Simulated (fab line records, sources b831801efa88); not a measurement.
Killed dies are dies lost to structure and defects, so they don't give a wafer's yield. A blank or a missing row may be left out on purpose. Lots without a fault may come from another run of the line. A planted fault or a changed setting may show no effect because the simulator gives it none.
A struck lot beside a sound one | flow sky130 | 15 steps out of a route of 708
Sound: wafers L792.2, L792.4, L792.6. Struck: wafer L805.5. (L805.4, L805.6 of the same lot were not struck and are left out.) The cause comes at the end.
At each step with rows: each side's tool, then ch and its chambers, then its first start. Under that, the readings that differ: sound wafers | struck wafers | difference of the means | sigmas: that difference in standard deviations of wafers without a fault.
alike: readings whose means differ by less than 2 such deviations, and words and numbers that are the same on both sides. not compared: withheld readings, readings that some wafer has no value for, bounds like >300 that may hide the same value, and numbers for which the record gives no deviation and whose values overlap.
The two part at a step that has a row with sigmas, a row that says differs or no value, or rows on one side only. Numbers that don't overlap but have no deviation are shown without sigmas and don't part them. A reading that every wafer of one side lacks parts them only if that side has two wafers or more.

SKY_VIA1_BOW_MEAS_03:
  sound on film_metro-04, day 34 12:55; struck on film_metro-01, day 38 20:28
  alike: VIA1_BOW
then, 8 steps without rows for these wafers: SKY_VIA1_DEHYDRATE_04 (time 60 s); SKY_VIA1_HMDS_05 (prime time 60 s); SKY_VIA1_COAT_06 (resist thk 60 nm); SKY_VIA1_COAT_07 (resist thk 450 nm); SKY_VIA1_SOFTBAKE_08 (time 90 s); SKY_VIA1_EXPOSE_09 (exposes mask VIM, target cd 150 nm); SKY_VIA1_PEB_10; SKY_VIA1_DEVELOP_11 (develop time 60 s).
SKY_VIA1_CD_MEAS_12: target cd 150 nm.
  sound on cd_sem-02, day 35 15:50; struck on cd_sem-02, day 39 21:40
  alike: cd_nm
SKY_VIA1_OVL_MEAS_13:
  sound on overlay-02, day 35 15:56; struck on overlay-02, day 39 21:45
  alike: VIA1_OVL
SKY_VIA1_ETCH_14: etches BARC in N2/H2, stops on SiO2, time 45.9 s, target depth 60 nm.
  sound on rie_diel-01 ch 2,3, day 35 15:58; struck on rie_diel-03 ch 0, day 39 21:46
  reading                     | sound       | struck | difference | sigmas
  drypump_motor_current_A (A) | 5.9 5.5 5.5 | 6.7    | +1.1       | +2
  alike: bias_w, chamber_pressure_mTorr, oes_product_au, throttle_valve_pct
  not compared: rf_hours_counter_h
SKY_VIA1_ETCH_15: etches SiO2 in C4F8/O2/Ar, stops on TiN, target depth 351 nm, time 54 s.
  sound on rie_diel-01 ch 2,3, day 35 16:01; struck on rie_diel-03 ch 0, day 39 21:49
  reading                                     | sound             | struck | difference | sigmas
  bias_w (W)                                  | 1200 1200 1198    | 1043   | -156       | -43
  oes_product_au (a.u.)                       | 0.978 0.979 0.978 | 0.966  | -0.012     | -2
  model.VIA1.feature_depth_nm (nm)            | 344.5 345.9 346.4 | 337.4  | -8.2       |
  model.etch.depth_nm (nm)                    | 344.5 345.9 346.4 | 337.4  | -8.2       |
  model.KrF-thick_of_VIA1_COAT_07.thk_nm (nm) | 324.4 323.9 324.2 | 325.1  | +0.9       |
  alike: chamber_pressure_mTorr
  not compared: rf_hours_counter_h
SKY_VIA1_STRIP_16: strips in O2/N2.
  sound on plasma_asher-04 ch 0,1, day 35 16:04; struck on plasma_asher-01 ch 0, day 39 21:53
  reading                        | sound                | struck | difference | sigmas
  chamber_pressure_mTorr (mTorr) | 1500.8 1501.0 1498.5 | 1497.0 | -3.1       | -2
  alike: drypump_motor_current_A, oes_product_au, strip_time_to_endpoint_s
  not compared: rf_hours_counter_h
-- the record jumps here: 11 days lie between the struck wafers' starts before and after (it left off in module VIA1 and takes up again in module PAD_OPEN, whose first step shown is number 708 of the route) --
SKY_PAD_OPEN_PROBE_99:
  sound on prober-01, day 47 11:14; struck on prober-02, day 50 15:38
  reading            | sound    | struck | difference | sigmas
  killed_at_contacts | 37 28 26 | 18     | -12        | -2
  alike: defect_limited_yield, killed_at_M0_to_M3, killed_at_M4_up, killed_at_front_end, killed_at_other, killed_dies, killed_open, killed_short, sort_bin_3_pad_short, sort_bin_5_function, sort_bin_6_memory, sort_n_pass, sort_yield_pct

WHERE THEY PART
First at SKY_VIA1_ETCH_14; last, within this record, at SKY_PAD_OPEN_PROBE_99.

WHY: what the simulator had put in
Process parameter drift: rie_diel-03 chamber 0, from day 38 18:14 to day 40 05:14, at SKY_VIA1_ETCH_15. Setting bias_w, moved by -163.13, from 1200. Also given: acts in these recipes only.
